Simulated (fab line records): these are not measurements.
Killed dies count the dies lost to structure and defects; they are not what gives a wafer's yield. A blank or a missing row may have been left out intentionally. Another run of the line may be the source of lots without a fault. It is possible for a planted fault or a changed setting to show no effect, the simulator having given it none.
Which tool is to blame?	flow sky130	at 1 step of a route of 708, 10 lots with 30 wafers sampled

== WHAT EACH GAUGE READ, for each wafer ==
SKY_LDD_N_TW_MEAS_17.
lot	measured	on	LDD_N_TW
L848	day 19 14:10	filmMetro-03	2622 2591 2605
L847	day 19 14:28	filmMetro-01	2538 2521 2538
L846	day 19 14:47	filmMetro-03	2608 2613 2598
L850	day 21 03:23	filmMetro-04	2587 2582 2580
L855	day 22 10:02	filmMetro-01	2528 2526 2519
L856	day 23 11:35	filmMetro-01	2541 2554 2537
L858	day 23 20:53	filmMetro-01	2544 2539 2538
L861	day 24 12:26	filmMetro-01	2534 2524 2533
L866	day 25 19:26	filmMetro-01	2532 2538 2529
L865	day 25 21:48	filmMetro-03	2610 2609 2609

== WHICH TOOL RAN EACH LOT (tool, then ch and the chambers of the sampled wafers, then the start) ==
No process step before these readings appears in the record.

== THE ANSWER, worked out from the rows above alone ==
Rule: the usual values come from the lots themselves. Put in order of their means at a reading, lots are off if they are a third of the lots or fewer, leave a main group of 4 or more, and stand apart from it by a gap of 3 or more times the standard deviation of the main group's means; of several such gaps the widest counts. A main group whose means are all the same, to the digits that the tables above print for the reading, isn't used. Also off: a lot with no number at a reading for which 4 or more lots have one. The other lots that the step has rows for count as sound.
No lot is off at any reading shown: from this, nothing can be told.

== WHAT HAD BEEN PUT IN BY THE SIMULATOR ==
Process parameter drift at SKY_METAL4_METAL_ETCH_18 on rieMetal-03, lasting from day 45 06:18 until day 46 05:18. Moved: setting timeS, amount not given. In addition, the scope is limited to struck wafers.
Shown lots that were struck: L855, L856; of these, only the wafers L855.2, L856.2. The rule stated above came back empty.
